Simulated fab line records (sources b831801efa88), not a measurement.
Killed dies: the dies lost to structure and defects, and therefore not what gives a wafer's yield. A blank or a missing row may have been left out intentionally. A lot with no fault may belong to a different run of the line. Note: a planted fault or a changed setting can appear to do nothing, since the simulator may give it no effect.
The tool behind it: which one? -- flow sky130 -- 30 wafers from 10 lots sampled at 5 of the route's 708 steps

== WHAT THE GAUGES READ, wafer by wafer ==
SKY_VIA2_BOW_MEAS_03.
lot,measured,on,VIA2_BOW (um)
L108,day 35 16:02,filmMetro-02,88 76 89
L111,day 36 04:45,filmMetro-04,82 83 86
L110,day 36 05:34,filmMetro-02,80 77 81
L112,day 36 12:10,filmMetro-03,83 87 83
L115,day 37 10:37,filmMetro-03,80 70 77
L116,day 37 19:44,filmMetro-03,84 81 78
L118,day 38 10:19,filmMetro-03,87 78 90
L120,day 39 01:58,filmMetro-02,92 81 86
L123,day 39 22:24,filmMetro-03,95 79 87
L131,day 41 21:12,filmMetro-04,82 86 74

SKY_VIA2_RS_MEAS_22: uses a four-point probe to measure.
lot,measured,on,VIA2_W_RS (ohm/sq)
L108,day 36 18:22,filmMetro-02,0.274 0.270 0.275
L111,day 37 07:38,filmMetro-03,0.271 0.269 0.273
L110,day 37 07:55,filmMetro-04,0.273 0.270 0.267
L112,day 37 15:26,filmMetro-03,0.268 0.271 0.272
L115,day 38 13:09,filmMetro-04,0.275 0.273 0.273
L116,day 38 21:39,filmMetro-03,0.272 0.266 0.275
L118,day 39 12:28,filmMetro-04,0.272 0.272 0.269
L120,day 40 03:26,filmMetro-04,0.273 0.275 0.273
L123,day 41 00:33,filmMetro-03,0.237 0.240 0.239 0.237 0.240 0.238
L131,day 42 22:08,filmMetro-03,0.265 0.269 0.265

SKY_VIA2_THK_MEAS_23: measures by xrf.
lot,measured,on,VIA2_W_THK (nm)
L108,day 36 18:29,filmMetro-02,440 444 438
L111,day 37 07:46,filmMetro-03,441 442 435
L110,day 37 08:02,filmMetro-04,434 435 438
L112,day 37 15:33,filmMetro-03,447 444 438
L115,day 38 13:16,filmMetro-04,429 434 434
L116,day 38 21:45,filmMetro-03,444 452 435
L118,day 39 12:35,filmMetro-04,437 435 439
L120,day 40 03:32,filmMetro-04,430 433 433
L123,day 41 04:20,filmMetro-03,495 492 494 495 490 495
L131,day 42 22:16,filmMetro-03,457 449 459

== WHICH TOOL RAN EACH LOT (tool, then ch and the chambers of the sampled wafers, then the start) ==
lot,SKY_VIA2_STRIP_16,SKY_VIA2_CVD_21
L108,"plasmaAsher-04 ch 0,1, day 36 17:27","cvdW-01 ch 0,1, day 36 18:14"
L111,"plasmaAsher-02 ch 0,1, day 37 06:25","cvdW-01 ch 0,1, day 37 07:31"
L110,"plasmaAsher-04 ch 0,1, day 37 07:03","cvdW-01 ch 0,1, day 37 07:47"
L112,"plasmaAsher-02 ch 0,1, day 37 14:25","cvdW-02 ch 1, day 37 15:13"
L115,"plasmaAsher-01 ch 0,1, day 38 12:21","cvdW-02 ch 1, day 38 13:00"
L116,"plasmaAsher-04 ch 0,1, day 38 20:51","cvdW-01 ch 0,1, day 38 21:31"
L118,"plasmaAsher-01 ch 0,1, day 39 11:41","cvdW-02 ch 0,1, day 39 12:20"
L120,"plasmaAsher-04 ch 0,1, day 40 02:36","cvdW-01 ch 0, day 40 03:17"
L123,"plasmaAsher-04 ch 0,1, day 40 23:46","cvdW-01 ch 0, day 41 00:25"
L131,"plasmaAsher-02 ch 0,1, day 42 21:21","cvdW-02 ch 0,1, day 42 22:01"
- SKY_VIA2_STRIP_16: strips in O2/N2.
- SKY_VIA2_CVD_21: deposits W, target thk 420 nm, time 126.4 s.

== WHAT THE TOOLS THEMSELVES READ (means of the sampled wafers that have a number; where no wafer has one, the mark that the record gives instead) ==
SKY_VIA2_STRIP_16.
lot,tool,drypumpMotorCurrentA (A),o2FlowSccm (sccm),oesProductAu (a.u.),stripTimeToEndpointS (s)
L108,plasmaAsher-04,6.01,2997,0.402,4.084
L111,plasmaAsher-02,5.81,3014,0.399,4.065
L110,plasmaAsher-04,6.03,3007,0.396,4.040
L112,plasmaAsher-02,5.81,2992,0.406,4.100
L115,plasmaAsher-01,5.74,2997,0.395,4.057
L116,plasmaAsher-04,6.02,2993,0.400,4.019
L118,plasmaAsher-01,5.71,3003,0.396,4.052
L120,plasmaAsher-04,6.01,3000,0.400,4.075
L123,plasmaAsher-04,6.03,3008,0.399,4.048
L131,plasmaAsher-02,6.11,2991,0.403,4.056

SKY_VIA2_CVD_21.
lot,tool,chamberPressureTorr (Torr),heaterPowerW (W)
L108,cvdW-01,40.03,886
L111,cvdW-01,40.16,904
L110,cvdW-01,40.06,880
L112,cvdW-02,40.01,806
L115,cvdW-02,40.00,827
L116,cvdW-01,40.10,884
L118,cvdW-02,39.92,828
L120,cvdW-01,39.86,894
L123,cvdW-01,51.71,894
L131,cvdW-02,40.01,801

== THE ANSWER, worked out from the rows above alone ==
Rule: the usual values come from the lots themselves. Put in order of their means at a reading, lots are off if they are a third of the lots or fewer, leave a main group of 4 or more, and stand apart from it by a gap of 3 or more times the standard deviation of the main group's means; of several such gaps the widest counts. The tables above print the reading to a certain number of digits; a main group whose means all agree to those digits is not used. Also off: a lot with no number at a reading for which 4 or more lots have one. All remaining lots with rows at the step are treated as sound. Order of review: gauges by route order, followed by the tools' own readings, for which a lot's mean as printed above is used. At the first step where some lot is off, the reading lying furthest off is the one used; lots without a number count as furthest.
Off: at SKY_VIA2_RS_MEAS_22 (VIA2_W_RS), L123. Main group: mean 0.271 ohm/sq, sd 0.0021.
A tool fits if, at a process step before that reading, it ran every lot that is off, and no sound lot after the first of them. Not tried: the gauges at SKY_VIA2_RS_MEAS_22; whatever is off there is also off at SKY_VIA2_CVD_21, on other tools, and gauge error can't account for it. Undecided on this evidence; 2 tools fit (plasmaAsher-04 at SKY_VIA2_STRIP_16, cvdW-01 at SKY_VIA2_CVD_21).

== WHAT THE SIMULATOR HAD INSERTED ==
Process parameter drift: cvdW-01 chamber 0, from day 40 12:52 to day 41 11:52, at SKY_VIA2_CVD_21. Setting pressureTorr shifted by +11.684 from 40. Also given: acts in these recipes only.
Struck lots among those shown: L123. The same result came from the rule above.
